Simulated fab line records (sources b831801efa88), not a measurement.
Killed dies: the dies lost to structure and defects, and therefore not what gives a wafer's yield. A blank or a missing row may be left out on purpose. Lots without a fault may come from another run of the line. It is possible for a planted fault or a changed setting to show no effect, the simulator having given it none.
One fault seen from 2 desks	flow sky130	only its own numbers are on each desk; what lay behind them is given at the end

## FOR THE TOOL OWNER'S DESK: implanter-01
The tool's own readings at SKY_POLY_GATE_IMPLANT_02, given as means over the sampled wafers that have a number, one for each lot that went through this tool. If a lot's mean is further than 4 standard deviations from the usual mean, the lot is out of limits and carries the mark OUT (the distance appears in the brackets).
Columns: A = beamOnS at SKY_POLY_GATE_IMPLANT_02, usual 41 s; B = doseIonsCm2 at SKY_POLY_GATE_IMPLANT_02, usual 7.701e+15
lot	first seen here	A	B
L675	day 16 17:27	44	7.701e+15
L677	day 17 14:15	44	7.707e+15
L679	day 18 08:39	45	7.700e+15
L684	day 20 06:18	28	4.809e+15 (-99 or more) OUT
L685	day 20 13:10	28	4.823e+15 (-99 or more) OUT
L695	day 23 18:16	44	7.700e+15
This desk's verdict: out of limits on L684, L685, starting with L684 at day 20 06:18 (doseIonsCm2 at SKY_POLY_GATE_IMPLANT_02). L675, L677, L679, L695 stayed within limits.

## METROLOGY DESK
Means of the sampled wafers that have a number, per lot and without regard to the tool the lot ran on: this is what the gauges read. If a lot's mean is further than 4 standard deviations from the usual mean, the lot is out of limits and carries the mark OUT (the distance appears in the brackets).
Columns: A = SONOS_TUNNEL_OVL at SKY_SONOS_TUNNEL_OVL_MEAS_08, usual 0.5 nm; B = SONOS_ONO_OXIDATION_THK at SKY_SONOS_ONO_THK_MEAS_01, usual 2.61 nm; C = POLY_GATE_TW at SKY_RES_PROTECT_TW_MEAS_08, usual 4027
lot	first seen here	A	B	C
L672	day 12 06:09	0.1	2.62	4067
L675	day 12 19:44	0.2	2.60	3978
L677	day 13 14:16	2.2	2.54	4084
L679	day 14 03:34	-0.2	2.54	4071
L684	day 16 00:25	2.0	2.57	3932
L685	day 16 03:49	0.5	2.56	3862
L686	day 16 11:49	-1.1	2.63	4082
L689	day 17 08:53	-0.5	2.63	4043
L692	day 18 06:43	0.4	2.72	3991
L693	day 19 02:36	-0.1	2.65	4033
L695	day 19 11:32	3.6	2.65	4030
Finding of this desk: none of the 11 lots has anything out of limits.

## TAKEN TOGETHER
An alarm could have come from the tool owner's desk at day 20 06:18, on L684, L685.
At the metrology desk, nothing out of limits was observed.
The metrology desk has L684, L685 on record, within its limits.
All the named lots went through SKY_POLY_GATE_IMPLANT_02 on implanter-01.

## WHAT THE SIMULATOR HAD INSERTED
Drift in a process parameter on implanter-01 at SKY_POLY_GATE_IMPLANT_02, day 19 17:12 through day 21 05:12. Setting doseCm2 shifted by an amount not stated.
Struck lots among those shown: L684, L685.
Time in hours from fault onset to the first out-of-limits reading at each desk: the tool owner's desk, 13.
